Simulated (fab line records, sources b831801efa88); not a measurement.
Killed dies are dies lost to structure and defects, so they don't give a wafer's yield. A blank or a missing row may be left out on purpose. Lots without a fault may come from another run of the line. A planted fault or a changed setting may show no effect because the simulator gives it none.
Chamber matching | flow sfq_line | SFQ_TRILAYER_I0_CMP_CMP_028 on cmp-01: 4 sister chambers
The step polishes SiO2. 18 wafers are shown with their chamber, then 8 later ones without.

WAFERS WITH THEIR CHAMBER
wafer  | chamber | motor_current_A (A) | time_to_endpoint_s (s) | retaining_ring_pressure_frac
L696.3 | 1       | 12.9                | 203                    | 1.002
L696.2 | 0       | 10.7                | 207                    | 0.999
L696.6 | 1       | 12.3                | 213                    | 1.001
L697.1 | 2       | 11.2                | 203                    | 1.000
L697.3 | 1       | 12.9                | 212                    | 1.000
L697.2 | 0       | 10.7                | 211                    | 0.991
L698.3 | 1       | 12.4                | 209                    | 1.001
L698.5 | 0       | 10.8                | 220                    | 1.004
L698.6 | 1       | 12.8                | 229                    | 0.996
L699.1 | 1       | 12.9                | 211                    | 0.997
L699.6 | 0       | 10.5                | 211                    | 0.998
L700.1 | 0       | 10.6                | 210                    | 0.997
L700.4 | 1       | 12.8                | 216                    | 0.999
L700.5 | 3       | 11.3                | 185                    | 1.000
L702.2 | 1       | 11.9                | 214                    | 0.998
L702.3 | 3       | 11.2                | 200                    | 0.996
L702.4 | 2       | 10.6                | 208                    | 1.001
L711.4 | 2       | 10.5                | 214                    | 1.002

SIGNATURES (means of the wafers above)
reading                      | chamber 0 | chamber 1 | chamber 2 | chamber 3 | scatter within a chamber
motor_current_A              | 10.660    | 12.613    | 10.767    | 11.250    | 0.306
time_to_endpoint_s           | 211.80    | 213.38    | 208.33    | 192.50    | 6.83
retaining_ring_pressure_frac | 0.99780   | 0.99925   | 1.00100   | 0.99800   | 0.00303
Rule: a wafer's distance from a chamber is the root of the sum, over the readings, of the square of ((its reading less the chamber's mean) divided by the reading's scatter). The wafer belongs to the nearest chamber; if the next one is less than 2 further off, it can't be placed. The scatter: the root of (the sum of the squares of (reading less its chamber's mean) over the shown wafers, divided by (wafers less chambers)).

WAFERS WITHOUT THEIR CHAMBER
wafer  | motor_current_A (A) | time_to_endpoint_s (s) | retaining_ring_pressure_frac
L711.1 | 10.4                | 209                    | 0.997
L711.3 | 12.9                | 220                    | 1.007
L712.1 | 11.1                | 202                    | 1.003
L712.2 | 11.1                | 213                    | 0.995
L712.4 | 10.4                | 213                    | 1.001
L714.1 | 11.1                | 211                    | 0.999
L714.3 | 10.9                | 215                    | 0.991
L714.4 | 11.2                | 222                    | 0.999

WHICH CHAMBER EACH WENT THROUGH
wafer  | from the rows above          | in truth
L711.1 | can't be placed: 0 or 2      | 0
L711.3 | 1                            | 1
L712.1 | can't be placed: 2 or 3 or 0 | 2
L712.2 | can't be placed: 0 or 2 or 3 | 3
L712.4 | can't be placed: 0 or 2      | 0
L714.1 | can't be placed: 2 or 0 or 3 | 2
L714.3 | can't be placed: 0 or 2 or 3 | 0
L714.4 | can't be placed: 0 or 2 or 3 | 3
Placed correctly: 1 of 8. Can't be placed from these rows: 7 (the true chamber is among the candidates in 7). Placed wrongly: 0.
